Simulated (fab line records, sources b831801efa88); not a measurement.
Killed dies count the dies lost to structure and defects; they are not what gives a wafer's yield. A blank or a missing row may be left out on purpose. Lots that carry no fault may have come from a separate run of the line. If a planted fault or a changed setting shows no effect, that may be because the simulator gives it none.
One fault through the eyes of 2 desks ; flow sky130 ; every desk sees just its own numbers, and what lay behind them comes last

AT THE METROLOGY DESK
What the gauges read, lot by lot, whatever tool the lot ran on: means of the sampled wafers that have a number. Any lot whose mean is over 4 standard deviations away from the usual mean is out of limits and marked OUT; that distance is given in the brackets.
Columns: A = FIELD_ISO_OXIDATION_01_THK at SKY_FIELD_ISO_THK_MEAS_23, usual 10.06 nm; B = FIELD_ISO_CVD_24_THK at SKY_FIELD_ISO_THK_MEAS_25, usual 595 nm; C = NWELL_OXIDATION_THK at SKY_NWELL_THK_MEAS_02, usual 9.99 nm; D = DNWELL_TW at SKY_DNWELL_TW_MEAS_09, usual 1121; E = PWDE_OVL at SKY_PWDE_OVL_MEAS_07, usual 0.6 nm; F = PWDE_TW at SKY_PWDE_TW_MEAS_10, usual 373.0
lot;first seen here;A;B;C;D;E;F
L835;day 2 22:10;10.29;594;9.84;1107;0.9;374.1
L838;day 3 13:44;10.03;599;9.89;1111;2.2;369.0
L840;day 3 23:07;9.78;604;10.09;1131;1.2;371.9
L842;day 4 11:41;9.96;603;10.15;1111;0.3;374.8
L847;day 5 08:46;10.12;600;10.05;1126;2.0;371.5
L855;day 7 06:23;10.10;590;9.67;1122;0.3;371.5
Result from this desk: across the 6 lots, nothing is out of limits.

DESK OF THE TOOL OWNER: wet_bench-01
The tool's own readings at SKY_FIELD_ISO_WET_ETCH_28 (etches SiO2 in dHF, target depth 23.7 nm, time 47 s): means of the sampled wafers that have a number, for each lot that ran on this tool. Any lot whose mean is over 4 standard deviations away from the usual mean is out of limits and marked OUT; that distance is given in the brackets.
Columns: A = bath_heat_duty_pct at SKY_FIELD_ISO_WET_ETCH_28, usual 6.7 %; B = temp_c at SKY_FIELD_ISO_WET_ETCH_28, usual 25.02 C
lot;first seen here;A;B
L835;day 3 00:26;6.5;25.03
L840;day 4 01:05;37.4 (+37) OUT;42.05 (+99 or more) OUT
L842;day 4 13:40;30.3 (+28) OUT;42.02 (+99 or more) OUT
This desk's verdict: out of limits on L840, L842, starting with L840 at day 4 01:05 (bath_heat_duty_pct at SKY_FIELD_ISO_WET_ETCH_28). L835 stayed within limits.

PUT TOGETHER
On L840, L842, at day 4 01:05, an alarm was possible from the tool owner's desk.
From the metrology desk's view, nothing was out of limits.
The metrology desk holds a record of L840, L842, inside its limits.
All the named lots went through SKY_FIELD_ISO_WET_ETCH_28 on wet_bench-01.

WHAT WAS PUT IN BY THE SIMULATOR
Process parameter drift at SKY_FIELD_ISO_WET_ETCH_28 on wet_bench-01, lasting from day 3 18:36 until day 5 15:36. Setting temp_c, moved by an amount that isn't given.
Shown lots that were struck: L840, L842.
Each desk's first reading out of limits, in hours after the fault started: the tool owner's desk, 6.
